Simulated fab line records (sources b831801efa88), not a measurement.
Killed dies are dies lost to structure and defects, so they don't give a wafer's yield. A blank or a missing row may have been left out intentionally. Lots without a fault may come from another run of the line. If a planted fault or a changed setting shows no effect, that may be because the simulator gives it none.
A lot that was struck, set against a sound lot + flow gf180mcu + 15 steps out of a route of 602
Sound: these wafers, L751.1, L751.4, L751.5. Wafers L767.2, L767.3, L767.4 were the ones struck. The cause comes at the end.
Order at every step that has rows: each side's tool, ch and its chambers, its first start. Under that, the readings that differ: sound wafers + struck wafers + difference of the means + sigmas: that difference in standard deviations of wafers without a fault.
alike: readings with means less than 2 such deviations apart, plus words and numbers identical on both sides. not compared: withheld readings, readings lacking a value on some wafer, bounds such as >300 that could conceal the same value, and numbers that have no deviation in the record and whose values overlap.
A row with sigmas, a row that says differs or no value, or rows on one side alone: a step with any of these is where the two part. Numbers that don't overlap but have no deviation are shown without sigmas and don't part them. Lack of a reading on every wafer of one side parts them only where that side has two or more wafers.

first, 1 step without rows for these wafers: GF_HV_LDD_IMPLANT_09.
GF_HV_LDD_STRIP_10: strips in O2/N2.
  sound on plasma-asher-04 ch 0,1, day 10 06:07; struck on plasma-asher-02 ch 0,1, day 14 18:50
| reading            | sound       | struck      | difference | sigmas |
|--------------------|-------------|-------------|------------|--------|
| heater-power-w (W) | 336 271 282 | 369 379 363 | +74        | +2     |
  alike: drypump-motor-current-A, oes-product-au, strip-time-to-endpoint-s
  not compared: rf-hours-counter-h
GF_HV_LDD_TW_MEAS_11:
  struck on film-metro-03, day 14 18:57; sound on film-metro-04, day 10 06:13
| reading   | sound          | struck         | difference | sigmas |
|-----------|----------------|----------------|------------|--------|
| HV_LDD_TW | 2436 2435 2434 | 2364 2367 2370 | -68        | -3     |
then, 7 steps without rows for these wafers: GF_HV_LDD_DEHYDRATE_12 (time 60 s); GF_HV_LDD_HMDS_13 (prime time 60 s); GF_HV_LDD_COAT_14 (resist thk 1000 nm); GF_HV_LDD_SOFTBAKE_15 (time 60 s); GF_HV_LDD_EXPOSE_16 (exposes mask Pplus LV AREA, target cd 400 nm); GF_HV_LDD_PEB_17; GF_HV_LDD_DEVELOP_18 (develop time 60 s).
GF_HV_LDD_CD_MEAS_19 targets a cd of 400 nm.
  struck on cd-sem-01, day 15 15:54; sound on cd-sem-02, day 11 00:14
  alike: cd-nm
GF_HV_LDD_OVL_MEAS_20:
  struck on overlay-01, day 15 16:01; sound on overlay-02, day 11 00:21
  alike: HV_LDD_01_OVL
GF_HV_LDD_IMPLANT_21:
  sound on implanter-01 ch 0, day 11 00:23; struck on implanter-02 ch 0, day 15 16:04
| reading                   | sound                | struck               | difference | sigmas |
|---------------------------|----------------------|----------------------|------------|--------|
| beam-energy-keV           | 24.989 24.989 24.992 | 24.406 24.395 24.385 | -0.595     | -81    |
| model.implant.drp-nm (nm) | 11.41 11.41 11.41    | 11.21 11.21 11.21    | -0.20      |        |
GF_HV_LDD_STRIP_22: strips in O2/N2.
  sound on plasma-asher-04 ch 0,1, day 11 00:32; struck on plasma-asher-02 ch 0,1, day 15 16:11
| reading            | sound       | struck      | difference | sigmas |
|--------------------|-------------|-------------|------------|--------|
| heater-power-w (W) | 277 328 274 | 364 385 363 | +78        | +2     |
  alike: drypump-motor-current-A, oes-product-au, strip-time-to-endpoint-s
  not compared: rf-hours-counter-h
GF_PASSIVATION_PROBE_99:
  the record has rows for the sound wafers here (prober-02, day 28 22:10) and none for the struck ones

== WHERE THEY PART ==
Earliest at GF_HV_LDD_STRIP_10; latest, in this record, at GF_PASSIVATION_PROBE_99.

WHY: the cause the simulator had injected
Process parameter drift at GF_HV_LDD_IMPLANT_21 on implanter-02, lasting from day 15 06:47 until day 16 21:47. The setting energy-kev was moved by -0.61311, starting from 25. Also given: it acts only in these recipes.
